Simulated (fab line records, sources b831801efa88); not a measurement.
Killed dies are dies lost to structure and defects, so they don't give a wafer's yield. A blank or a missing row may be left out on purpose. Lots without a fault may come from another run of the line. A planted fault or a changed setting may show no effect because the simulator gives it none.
fab line records | flow sky130
record lots=12 wafers=36 last_day=51
route steps=708 shown VIA3@586 CAP2M@616 PAD_OPEN@708
lots that met no fault: from a run of the same line without faults
start_h: hours from the record's first day to the start of the lot's first wafer shown | wait_h: hours since the lot's step before | " the same as in the row above | L1.1+2: a row that stands for several wafers | - no value, or no start given | * or withheld: withheld | < > ~ a bound
route shown NAME@n: a module of which the file shows steps, and the number in the route of the first | usual: mean/standard deviation of fault-free wafers | same: alike in all rows | chamber/n: place in a boat | sites: the reading at each site | _std_site: their standard deviation | _edge_site: outer sites' mean less inner sites' | radius_mm: how far each site lies from the wafer's centre | mask NAME#n: copy n | behind: the tool/chamber that last shaped the wafer | hold: why the lot was held/for how many hours/how that ended | device: the transistor (n, p or np) that didn't switch | end of line: the same wafers' tests at the end of the route | a step without rows: its recipe alone | killed: dies lost to structure and defects at the first sort, not the wafer's yield | map: a wafer's dies, x killed, . not, _ none there
set.NAME: the setting as run; set.NAME@STEP: as run at that earlier step | model.NAME: the simulator's own value behind a step, which no gauge read
steps of the route over a sample of lots; a table a step, a row a wafer
services: from which hour (start_h, from the record's first day; less than 0 if before it) a tool's chamber was out of use, for how many hours, and why
## steps
# step SKY_VIA3_OVL_MEAS_13
# usual VIA3_OVL=3/6
# columns lot.wafer tool chamber start_h wait_h VIA3_OVL[nm]
L209.1 overlay-01 - 935.70 0.1 4
L209.3 " - " " 11
L209.6 " - " " 4
L212.1 overlay-01 - 952.73 0.1 7
L212.3 " - " " 0
L212.5 " - " " 0
L213.1 overlay-01 - 963.43 0.1 4
L213.2 " - " " -2
L213.3 " - " " 6
L216.1 overlay-01 - 989.33 0.1 4
L216.4 " - " " 11
L216.5 " - " " 1
L214.3 overlay-02 - 990.64 0.1 2
L214.5 " - " " -1
L214.6 " - " " 6
L218.2 overlay-01 - 997.72 0.1 2
L218.5 " - " " -8
L218.6 " - " " 4
L219.1 overlay-02 - 1001.43 0.1 5
L219.4 " - " " 1
L219.6 " - " " 8
L221.1 overlay-02 - 1014.03 0.1 -2
L221.2 " - " " 6
L221.5 " - " " 9
L222.1 overlay-02 - 1018.25 0.1 -1
L222.3 " - " " 10
L222.5 " - " " 0
L223.3 overlay-01 - 1026.34 0.1 3
L223.4 " - " " 5
L223.5 " - " " 10
L224.1 overlay-01 - 1040.40 0.1 -1
L224.2 " - " " 9
L224.3 " - " " 1
L231.2 overlay-02 - 1104.43 0.1 5
L231.3 " - " " 0
L231.5 " - " " 10
# step SKY_VIA3_THK_MEAS_23
# recipe thk_meas_gauge=xrf reads=W_of_VIA3_CVD_21
# usual VIA3_W_THK=385/5.8
# columns lot.wafer tool chamber start_h wait_h VIA3_W_THK[nm]
L209.1 film_metro-02 - 936.77 0.1 381
L209.3 " - " " 381
L209.6 " - " " 381
L212.1 film_metro-03 - 953.77 0.1 390
L212.3 " - " " 392
L212.5 " - " " 396
L213.1 film_metro-03 - 964.67 0.1 383
L213.2 " - " " 379
L213.3 " - " " 383
L216.1 film_metro-03 - 990.39 0.1 376
L216.4 " - " " 387
L216.5 " - " " 388
L214.3 film_metro-02 - 991.69 0.1 382
L214.5 " - " " 373
L214.6 " - " " 378
L218.2 film_metro-03 - 998.88 0.1 388
L218.5 " - " " 392
L218.6 " - " " 382
L219.1 film_metro-03 - 1002.50 0.1 384
L219.4 " - " " 376
L219.6 " - " " 379
L221.1 film_metro-03 - 1015.07 0.1 379
L221.2 " - " " 390
L221.5 " - " " 388
L222.1 film_metro-04 - 1019.40 0.1 384
L222.3 " - " " 380
L222.5 " - " " 386
L223.3 film_metro-03 - 1027.38 0.1 386
L223.4 " - " " 383
L223.5 " - " " 387
L224.1 film_metro-02 - 1041.44 0.1 375
L224.2 " - " " 380
L224.3 " - " " 380
L231.2 film_metro-04 - 1105.47 0.1 389
L231.3 " - " " 393
L231.5 " - " " 386
# step SKY_VIA3_CMP_24
# recipe stop_on=SiO2 t_overpolish_s=20 down_force_psi=3.5 platen_rpm=60 target_thk_nm=0 pad_velocity_m_s=0.94248
# usual motor_current_A=11.3/0.8 overpolish_run_s=19.999/0.0092 time_to_endpoint_s=94/3.2
# columns lot.wafer tool chamber start_h wait_h motor_current_A overpolish_run_s time_to_endpoint_s
L209.1 cmp-02 3 936.83 0.1 10.7 20.017 93
L209.3 " 0 " " 11.4 20.011 92
L209.6 " 0 " " 11.4 19.987 91
L212.1 cmp-02 2 953.88 0.1 12.0 19.998 93
L212.3 " 3 " " 11.7 20.001 93
L212.5 " 2 " " 12.3 20.011 94
L213.3 cmp-01 0 964.73 0.0 10.3 20.004 91
L213.1 " 1 " " 11.6 20.002 94
L213.2 " 2 " " 10.8 20.012 90
L216.1 cmp-02 2 990.55 0.1 11.1 19.997 92
L216.4 " 3 " " 11.2 20.002 92
L216.5 " 0 " " 11.1 19.985 89
L214.3 cmp-02 2 991.88 0.2 11.5 20.002 93
L214.5 " 3 " " 10.9 20.002 92
L214.6 " 0 " " 11.4 19.984 94
L218.2 cmp-02 3 999.15 0.3 11.2 19.996 98
L218.5 " 0 " " 11.4 20.015 98
L218.6 " 1 " " 12.0 20.001 100
L219.1 cmp-01 0 1002.61 0.1 9.9 19.997 92
L219.4 " 2 " " 10.8 19.999 90
L219.6 " 3 " " 11.4 20.004 97
L221.2 cmp-02 2 1015.13 0.0 12.1 20.017 97
L221.1 " 3 " " 11.1 20.000 93
L221.5 " 2 " " 11.7 20.004 95
L222.3 cmp-02 2 1020.09 0.7 11.9 19.994 92
L222.1 " 0 " " 11.5 20.001 92
L222.5 " 1 " " 12.4 20.004 93
L223.4 cmp-01 1 1027.47 0.1 11.5 19.997 93
L223.3 " 2 " " 10.8 20.004 93
L223.5 " 1 " " 11.1 20.005 95
L224.2 cmp-02 2 1041.50 0.0 11.9 20.001 91
L224.1 " 3 " " 11.3 19.998 86
L224.3 " 1 " " 13.1 20.010 93
L231.2 cmp-02 1 1105.62 0.1 13.3 19.977 93
L231.3 " 2 " " 11.1 20.000 94
L231.5 " 0 " " 11.7 19.993 90
# step SKY_CAP2M_METAL_ETCH_13
# recipe target_depth_nm=220 stop_on=SiO2 chemistry=Cl2/BCl3 target=TiN pressure_mtorr=10 icp_w=900 bias_w=48.5 Cl2_flow_sccm=60 bcl3_flow_sccm=30 time_s=62.9
# usual chamber_pressure_mTorr=10.000/0.0091 drypump_motor_current_A=5.5/0.36 oes_product_au=0.941/0.0072 throttle_valve_pct=21.903/0.0096
# columns lot.wafer tool chamber start_h wait_h chamber_pressure_mTorr drypump_motor_current_A oes_product_au rf_hours_counter_h throttle_valve_pct
L209.1 rie_metal-02 1 961.57 0.0 9.992 5.1 0.934 9 21.895
L209.3 " 1 " " 9.999 5.1 0.948 - 21.881
L209.6 " 0 " " 10.018 5.3 0.948 - 21.884
L212.1 rie_metal-01 0 974.79 0.0 10.004 5.6 0.947 3 21.928
L212.3 " 0 " " 10.002 5.6 0.940 - 21.914
L212.5 " 0 " " 10.000 5.7 0.943 - 21.895
L213.1 rie_metal-03 1 986.64 0.0 10.011 5.5 0.944 7 21.909
L213.2 " 0 " " 9.996 5.1 0.936 12 21.906
L213.3 " 0 " " 10.004 5.1 0.939 - 21.907
L216.1 rie_metal-03 0 1013.61 0.0 9.984 5.0 0.941 13 21.891
L216.4 " 1 " " 10.006 5.5 0.941 - 21.904
L216.5 " 0 " " 9.993 5.0 0.945 - 21.920
L214.3 rie_metal-01 0 1014.65 0.0 9.998 5.7 0.925 - 21.912
L214.5 " 0 " " 10.012 5.7 0.943 - 21.909
L214.6 " 1 " " 10.009 6.1 0.946 - 21.898
L218.2 rie_metal-03 0 1021.91 0.0 10.011 5.0 0.935 14 21.904
L218.5 " 0 " " 10.009 5.0 0.933 - 21.904
L218.6 " 1 " " 9.998 5.5 0.949 - 21.901
L219.1 rie_metal-03 1 1024.81 0.0 10.012 5.5 0.945 9 21.904
L219.4 " 0 " " 9.997 5.0 0.938 - 21.903
L219.6 " 1 " " 9.981 5.5 0.931 - 21.917
L221.1 rie_metal-01 0 1038.47 0.0 9.996 5.7 0.942 6 21.906
L221.2 " 1 " " 10.006 6.1 0.938 15 21.900
L221.5 " 0 " " 10.006 5.6 0.946 - 21.908
L222.1 rie_metal-01 0 1043.12 0.0 11.999 5.6 0.939 6 21.906
L222.3 " 0 " " 11.996 5.6 0.945 - 21.904
L222.5 " 1 " " 12.012 6.1 0.939 - 21.893
L223.3 rie_metal-01 0 1050.07 0.0 12.010 5.7 0.946 - 21.890
L223.4 " 1 " " 12.000 6.1 0.953 - 21.903
L223.5 " 1 " " 11.997 6.1 0.954 - 21.897
L224.1 rie_metal-03 0 1064.61 0.0 9.993 5.0 0.942 16 21.880
L224.2 " 1 " " 9.995 5.5 0.961 12 21.884
L224.3 " 1 " " 10.012 5.5 0.960 - 21.886
L231.2 rie_metal-03 1 1126.12 0.0 10.008 5.5 0.946 16 21.905
L231.3 " 0 " " 10.007 5.0 0.947 - 21.898
L231.5 " 0 " " 9.997 5.1 0.933 - 21.908
# step SKY_PAD_OPEN_PROBE_99
# usual defect_limited_yield=82.2/2 killed_at_M0_to_M3=43/6.4 killed_at_M4_up=3.2/1.8 killed_at_contacts=25/5.8 killed_at_front_end=16/4.1 killed_at_other=0.2/0.47 killed_dies=88/9.9 killed_open=47/7.3 killed_short=40/7.1 sort_bin_3_pad_short=0.9/0.41 sort_bin_5_function=10.6/1.6 sort_bin_6_memory=6.3/1.2 sort_n_pass=404/9.9 sort_yield_pct=82.2/2
# same gross_dies=492 killed_at_back_side=0 sort_bin_4_leakage[%]=0 sort_bin_8_speed[%]=0
# columns lot.wafer tool chamber start_h wait_h defect_limited_yield[%] killed_at_M0_to_M3 killed_at_M4_up killed_at_contacts killed_at_front_end killed_at_other killed_dies killed_open killed_short sort_bin_3_pad_short[%] sort_bin_5_function[%] sort_bin_6_memory[%] sort_n_pass sort_yield_pct[%]
L209.1 prober-02 - 1076.91 0.1 82.5 43 5 22 15 1 86 47 38 0.8 11.2 5.5 406 82.5
L209.3 prober-02 - 1077.01 0.2 79.1 49 5 32 17 0 103 61 42 0.8 14.0 6.1 389 79.1
L209.6 prober-02 - 1077.16 0.2 76.6 58 5 30 22 0 115 52 63 2.6 10.8 10.0 377 76.6
L212.1 prober-01 - 1091.91 0.1 82.7 51 1 24 9 0 85 45 40 1.0 10.4 5.9 407 82.7
L212.3 prober-01 - 1092.01 0.2 83.3 41 3 20 18 0 82 47 35 1.2 8.3 7.1 410 83.3
L212.5 prober-01 - 1092.11 0.2 84.6 35 4 26 11 0 76 44 32 1.0 9.8 4.7 416 84.6
L213.1 prober-02 - 1100.67 0.1 81.7 42 6 28 13 1 90 57 33 1.2 10.4 6.7 402 81.7
L213.2 prober-02 - 1100.72 0.1 79.1 51 3 31 18 0 103 47 56 1.4 13.2 6.3 389 79.1
L213.3 prober-02 - 1100.77 0.2 76.8 59 5 36 14 0 114 68 46 0.6 14.8 7.7 378 76.8
L216.1 prober-01 - 1123.51 0.1 83.1 37 4 30 12 0 83 50 32 1.8 9.3 5.7 409 83.1
L216.4 prober-01 - 1123.66 0.2 79.3 48 1 35 18 0 102 54 48 0.8 13.4 6.5 390 79.3
L216.5 prober-01 - 1123.71 0.2 82.7 43 3 27 12 0 85 49 36 0.6 8.9 7.7 407 82.7
L214.3 prober-01 - 1127.28 0.2 83.7 38 6 27 9 0 80 46 34 1.0 8.3 6.9 412 83.7
L214.5 prober-01 - 1127.38 0.2 80.9 46 5 32 11 0 94 56 38 0.6 11.0 7.5 398 80.9
L214.6 prober-01 - 1127.43 0.2 77.6 47 3 42 18 0 110 67 43 0.8 12.0 9.6 382 77.6
L218.2 prober-01 - 1133.93 0.1 86.6 30 3 24 8 1 66 27 39 0.8 6.7 5.9 426 86.6
L218.5 prober-01 - 1134.08 0.2 83.5 38 3 28 12 0 81 47 34 0.4 11.0 5.1 411 83.5
L218.6 prober-01 - 1134.13 0.2 84.6 39 2 24 11 0 76 41 34 0.4 9.3 5.7 416 84.6
L219.1 prober-02 - 1135.63 0.1 83.3 35 4 20 23 0 82 37 44 0.4 10.6 5.7 410 83.3
L219.4 prober-02 - 1135.78 0.2 81.3 48 1 28 15 0 92 46 46 1.0 11.4 6.3 400 81.3
L219.6 prober-02 - 1135.88 0.2 85.2 32 4 17 20 0 73 32 39 0.6 8.1 6.1 419 85.2
L221.1 prober-02 - 1147.06 0.1 79.5 43 2 38 18 0 101 59 41 1.2 11.8 7.5 391 79.5
L221.2 prober-02 - 1147.11 0.1 83.5 32 1 28 20 0 81 44 36 0.8 10.6 5.1 411 83.5
L221.5 prober-02 - 1147.26 0.2 80.5 41 3 27 25 0 96 55 41 1.2 12.4 5.9 396 80.5
L222.1 prober-01 - 1152.63 0.1 81.7 51 1 24 14 0 90 45 45 0.8 10.4 7.1 402 81.7
L222.3 prober-01 - 1152.73 0.2 79.1 49 2 34 18 0 103 57 46 1.0 14.0 5.9 389 79.1
L222.5 prober-01 - 1152.83 0.2 81.5 47 3 26 13 2 91 49 40 1.4 10.4 6.7 401 81.5
L223.3 prober-02 - 1156.56 0.2 82.1 42 6 23 17 0 88 38 50 1.0 9.8 7.1 404 82.1
L223.4 prober-02 - 1156.61 0.2 82.9 47 4 20 13 0 84 47 37 0.4 9.1 7.5 408 82.9
L223.5 prober-02 - 1156.66 0.2 79.5 43 2 40 16 0 101 41 59 1.6 10.4 8.5 391 79.5
L224.1 prober-01 - 1168.31 0.1 82.5 45 1 27 13 0 86 47 38 0.8 10.0 6.7 406 82.5
L224.2 prober-01 - 1168.36 0.1 83.3 46 3 14 19 0 82 37 45 0.8 9.8 6.1 410 83.3
L224.3 prober-01 - 1168.41 0.2 87.0 31 4 14 15 0 64 43 21 0.6 7.7 4.7 428 87.0
L231.2 prober-02 - 1214.52 0.1 84.8 35 1 25 14 0 75 43 32 0.6 9.8 4.9 417 84.8
L231.3 prober-02 - 1214.57 0.2 83.1 38 3 21 21 0 83 47 36 1.0 9.6 6.3 409 83.1
L231.5 prober-02 - 1214.67 0.2 85.0 37 4 24 9 0 74 40 34 1.4 8.7 4.9 418 85.0
# killed by level:class
L209.1 VIA1:geometric_particle:open=9 CONTACT:geometric_particle:open=8 METAL2:geometric_particle:short=6 FIELD_ISO:geometric_particle:open=5 LI_CONTACT:geometric_particle:open=5 CONTACT:geometric_particle:short=5 VIA3:geometric_particle:open=5 FIELD_ISO:geometric_particle:short=4
L209.3 CONTACT:geometric_particle:open=11 VIA2:geometric_particle:open=11 LI_CONTACT:geometric_particle:open=9 VIA1:geometric_particle:open=9 CONTACT:geometric_particle:short=7 FIELD_ISO:geometric_particle:open=5 METAL2:geometric_particle:short=5 VIA3:geometric_particle:short=5
L209.6 METAL2:geometric_particle:short=13 CONTACT:geometric_particle:open=11 VIA1:geometric_particle:open=9 VIA2:geometric_particle:open=7 LOCAL_INTERCONNECT:geometric_particle:short=6 CONTACT:geometric_particle:short=6 METAL1:geometric_particle:short=6 VIA3:geometric_particle:open=6
L212.1 CONTACT:geometric_particle:open=9 VIA1:geometric_particle:open=9 METAL1:geometric_particle:short=8 VIA2:geometric_particle:open=8 LOCAL_INTERCONNECT:geometric_particle:short=6 VIA1:geometric_particle:short=6 METAL3:geometric_particle:short=5 VIA3:geometric_particle:open=5
L212.3 VIA1:geometric_particle:open=14 CONTACT:geometric_particle:open=11 METAL1:geometric_particle:short=8 LI_CONTACT:geometric_particle:open=5 FIELD_ISO:geometric_particle:short=4 VIA1:geometric_particle:short=4 POLY_GATE:geometric_particle:open=4 POLY_GATE:geometric_particle:short=4
L212.5 LI_CONTACT:geometric_particle:open=9 VIA1:geometric_particle:open=9 CONTACT:geometric_particle:open=8 LOCAL_INTERCONNECT:geometric_particle:short=5 METAL2:geometric_particle:short=5 VIA2:geometric_particle:open=5 POLY_GATE:geometric_particle:open=4 METAL1:geometric_particle:short=4
L213.1 VIA1:geometric_particle:open=15 LI_CONTACT:geometric_particle:open=11 LOCAL_INTERCONNECT:geometric_particle:short=8 VIA2:geometric_particle:open=8 POLY_GATE:geometric_particle:open=6 CONTACT:geometric_particle:open=5 METAL3:geometric_particle:short=5 VIA1:geometric_particle:short=4
L213.2 LI_CONTACT:geometric_particle:open=12 VIA1:geometric_particle:open=11 FIELD_ISO:geometric_particle:short=6 VIA1:geometric_particle:short=6 LOCAL_INTERCONNECT:geometric_particle:short=6 VIA2:geometric_particle:open=6 METAL2:geometric_particle:short=6 VIA3:geometric_particle:short=6
L213.3 VIA1:geometric_particle:open=18 CONTACT:geometric_particle:open=13 VIA3:geometric_particle:open=10 VIA2:geometric_particle:open=10 LI_CONTACT:geometric_particle:open=7 LOCAL_INTERCONNECT:geometric_particle:short=6 POLY_GATE:geometric_particle:open=5 METAL1:geometric_particle:short=5
L216.1 LI_CONTACT:geometric_particle:open=12 VIA1:geometric_particle:open=11 CONTACT:geometric_particle:open=8 VIA1:geometric_particle:short=6 CONTACT:geometric_particle:short=6 VIA3:geometric_particle:open=6 METAL1:geometric_particle:short=5 POLY_GATE:geometric_particle:short=3
L216.4 CONTACT:geometric_particle:short=12 VIA1:geometric_particle:open=12 CONTACT:geometric_particle:open=10 VIA1:geometric_particle:short=9 FIELD_ISO:geometric_particle:open=6 METAL1:geometric_particle:short=6 METAL2:geometric_particle:short=6 VIA2:geometric_particle:open=6
L216.5 VIA1:geometric_particle:open=17 CONTACT:geometric_particle:open=8 CONTACT:geometric_particle:short=7 LI_CONTACT:geometric_particle:open=6 LOCAL_INTERCONNECT:geometric_particle:short=6 VIA3:geometric_particle:open=6 METAL1:geometric_particle:short=4 METAL2:geometric_particle:short=4
L214.3 VIA1:geometric_particle:open=10 CONTACT:geometric_particle:open=8 LI_CONTACT:geometric_particle:open=7 VIA1:geometric_particle:short=7 CONTACT:geometric_particle:short=5 VIA2:geometric_particle:open=5 VIA3:geometric_particle:open=4 FIELD_ISO:geometric_particle:short=3
L214.5 CONTACT:geometric_particle:open=16 VIA1:geometric_particle:open=12 LI_CONTACT:geometric_particle:open=7 VIA3:geometric_particle:open=6 VIA2:geometric_particle:open=6 VIA1:geometric_particle:short=5 CONTACT:geometric_particle:short=5 METAL1:geometric_particle:short=5
L214.6 CONTACT:geometric_particle:open=18 VIA1:geometric_particle:open=15 LI_CONTACT:geometric_particle:open=13 FIELD_ISO:geometric_particle:short=7 FIELD_ISO:geometric_particle:open=6 LOCAL_INTERCONNECT:geometric_particle:short=6 VIA1:geometric_particle:short=6 VIA2:geometric_particle:open=6
L218.2 CONTACT:geometric_particle:open=6 CONTACT:geometric_particle:short=5 VIA1:geometric_particle:short=5 LOCAL_INTERCONNECT:geometric_particle:short=4 VIA3:geometric_particle:short=4 METAL1:geometric_particle:short=4 VIA1:geometric_particle:open=4 METAL2:geometric_particle:short=4
L218.5 CONTACT:geometric_particle:open=14 VIA1:geometric_particle:open=8 LI_CONTACT:geometric_particle:open=5 METAL1:geometric_particle:short=5 VIA2:geometric_particle:open=5 LOCAL_INTERCONNECT:geometric_particle:short=4 VIA3:geometric_particle:open=4 POLY_GATE:geometric_particle:short=3
L218.6 CONTACT:geometric_particle:open=11 VIA1:geometric_particle:open=8 VIA2:geometric_particle:open=8 LI_CONTACT:geometric_particle:open=6 METAL1:geometric_particle:short=5 CONTACT:geometric_particle:short=4 VIA3:geometric_particle:short=4 VIA3:geometric_particle:open=4
L219.1 VIA3:geometric_particle:open=8 LI_CONTACT:geometric_particle:open=7 FIELD_ISO:geometric_particle:open=6 POLY_GATE:geometric_particle:short=6 METAL2:geometric_particle:short=6 VIA1:geometric_particle:open=5 FIELD_ISO:geometric_particle:short=4 POLY_GATE:geometric_particle:open=4
L219.4 VIA1:geometric_particle:open=9 LI_CONTACT:geometric_particle:open=9 CONTACT:geometric_particle:open=8 METAL1:geometric_particle:short=8 FIELD_ISO:geometric_particle:short=7 VIA2:geometric_particle:open=6 VIA3:geometric_particle:open=6 VIA2:geometric_particle:short=5
L219.6 FIELD_ISO:geometric_particle:short=8 CONTACT:geometric_particle:short=7 VIA1:geometric_particle:open=7 POLY_GATE:geometric_particle:open=4 LI_CONTACT:geometric_particle:open=4 VIA1:geometric_particle:short=4 VIA2:geometric_particle:open=4 VIA3:geometric_particle:open=3
L221.1 CONTACT:geometric_particle:open=17 CONTACT:geometric_particle:short=8 VIA1:geometric_particle:open=8 FIELD_ISO:geometric_particle:short=7 VIA2:geometric_particle:open=7 METAL1:geometric_particle:short=6 VIA3:geometric_particle:open=6 FIELD_ISO:geometric_particle:open=5
L221.2 FIELD_ISO:geometric_particle:short=8 CONTACT:geometric_particle:open=8 VIA2:geometric_particle:open=7 FIELD_ISO:geometric_particle:open=5 LOCAL_INTERCONNECT:geometric_particle:short=5 CONTACT:geometric_particle:short=5 POLY_GATE:geometric_particle:open=4 LI_CONTACT:geometric_particle:open=4
L221.5 FIELD_ISO:geometric_particle:open=9 FIELD_ISO:geometric_particle:short=9 LI_CONTACT:geometric_particle:open=9 METAL1:geometric_particle:short=9 VIA1:geometric_particle:open=9 CONTACT:geometric_particle:open=8 VIA3:geometric_particle:open=8 CONTACT:geometric_particle:short=4
L222.1 VIA1:geometric_particle:short=9 CONTACT:geometric_particle:open=9 METAL1:geometric_particle:short=7 VIA3:geometric_particle:open=7 LI_CONTACT:geometric_particle:open=6 VIA2:geometric_particle:open=6 POLY_GATE:geometric_particle:open=5 VIA2:geometric_particle:short=5
L222.3 VIA1:geometric_particle:open=16 LI_CONTACT:geometric_particle:open=13 METAL1:geometric_particle:short=7 VIA3:geometric_particle:open=6 FIELD_ISO:geometric_particle:open=5 FIELD_ISO:geometric_particle:short=5 LI_CONTACT:geometric_particle:short=5 LOCAL_INTERCONNECT:geometric_particle:short=5
L222.5 VIA1:geometric_particle:open=13 CONTACT:geometric_particle:open=11 VIA2:geometric_particle:open=8 FIELD_ISO:geometric_particle:open=7 CONTACT:geometric_particle:short=5 VIA1:geometric_particle:short=5 METAL2:geometric_particle:short=5 VIA3:geometric_particle:short=5
L223.3 VIA1:geometric_particle:short=9 LOCAL_INTERCONNECT:geometric_particle:short=8 METAL1:geometric_particle:short=8 VIA1:geometric_particle:open=8 LI_CONTACT:geometric_particle:short=5 LI_CONTACT:geometric_particle:open=5 METAL4:geometric_particle:short=5 FIELD_ISO:geometric_particle:short=4
L223.4 VIA1:geometric_particle:open=11 LI_CONTACT:geometric_particle:open=9 VIA2:geometric_particle:open=6 FIELD_ISO:geometric_particle:short=6 VIA1:geometric_particle:short=6 METAL1:geometric_particle:short=6 VIA3:geometric_particle:open=6 METAL2:geometric_particle:open=4
L223.5 CONTACT:geometric_particle:open=12 VIA1:geometric_particle:open=8 LI_CONTACT:geometric_particle:open=7 LOCAL_INTERCONNECT:geometric_particle:short=7 FIELD_ISO:geometric_particle:short=6 LI_CONTACT:geometric_particle:short=6 METAL1:geometric_particle:short=6 VIA1:geometric_particle:short=6
L224.1 CONTACT:geometric_particle:open=11 VIA1:geometric_particle:open=8 VIA1:geometric_particle:short=8 VIA3:geometric_particle:open=7 LI_CONTACT:geometric_particle:open=6 VIA2:geometric_particle:open=6 FIELD_ISO:geometric_particle:open=5 CONTACT:geometric_particle:short=5
L224.2 VIA1:geometric_particle:open=12 VIA3:geometric_particle:open=7 METAL2:geometric_particle:short=6 LI_CONTACT:geometric_particle:open=5 VIA1:geometric_particle:short=5 VIA2:geometric_particle:short=5 VIA3:geometric_particle:short=5 FIELD_ISO:geometric_particle:short=4
L224.3 VIA1:geometric_particle:open=9 POLY_GATE:geometric_particle:open=8 LI_CONTACT:geometric_particle:open=8 VIA2:geometric_particle:open=6 VIA1:geometric_particle:short=5 CONTACT:geometric_particle:open=4 METAL2:geometric_particle:short=4 VIA3:geometric_particle:open=4
L231.2 VIA1:geometric_particle:open=12 LI_CONTACT:geometric_particle:open=8 CONTACT:geometric_particle:open=7 POLY_GATE:geometric_particle:short=6 CONTACT:geometric_particle:short=5 METAL1:geometric_particle:short=5 POLY_GATE:geometric_particle:open=4 LOCAL_INTERCONNECT:geometric_particle:short=4
L231.3 VIA1:geometric_particle:open=14 FIELD_ISO:geometric_particle:open=9 CONTACT:geometric_particle:short=7 POLY_GATE:geometric_particle:short=6 CONTACT:geometric_particle:open=6 VIA3:geometric_particle:open=5 FIELD_ISO:geometric_particle:short=4 LI_CONTACT:geometric_particle:open=4
L231.5 CONTACT:geometric_particle:open=9 VIA1:geometric_particle:open=8 LI_CONTACT:geometric_particle:short=6 METAL1:geometric_particle:short=5 METAL2:geometric_particle:short=5 CONTACT:geometric_particle:short=4 LI_CONTACT:geometric_particle:open=4 VIA2:geometric_particle:open=4
## services
# columns tool chamber start_h hours kind
rie_metal-02 1 915.07 13.8 repair
cmp-02 - 915.93 4.0 pm
cmp-02 - 919.93 - consumable_replace:conditioner
cmp-02 - 919.93 - consumable_replace:pad
rie_metal-02 0 944.98 5.0 repair
rie_metal-03 - 963.72 1.4 pm
cmp-01 - 974.27 2.0 repair
rie_metal-01 - 994.84 14.6 pm
cmp-02 - 1011.21 2.0 repair
cmp-02 - 1011.47 1.0 repair
cmp-01 - 1016.61 4.9 repair
cmp-01 - 1048.42 0.9 repair
rie_metal-02 0 1082.37 5.1 repair
cmp-01 - 1091.23 4.0 pm
cmp-01 - 1095.23 - consumable_replace:conditioner
cmp-01 - 1095.23 - consumable_replace:pad
cmp-01 - 1109.14 3.9 pm
rie_metal-01 0 1115.28 44.0 repair
cmp-01 - 1116.77 1.7 repair
## key
first_sign step=SKY_CAP2M_METAL_ETCH_13 reading=chamber_pressure_mTorr direction=up sigmas=99+ usual=10.000 struck=12.002
effect none on later readings
met_at SKY_CAP2M_METAL_ETCH_13
struck_lots L222,L223
not_acting_at SKY_VIA3_OVL_MEAS_13,SKY_VIA3_THK_MEAS_23,SKY_VIA3_CMP_24
onset_between 1038.47 1043.12
fault kind=process_parameter_drift tool=rie_metal-01 chamber=- onset_h=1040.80 steps=SKY_CAP2M_METAL_ETCH_13 channel=pressure_mtorr offset=2 shape=step end_h=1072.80 acts_in=these_recipes_only stated=10
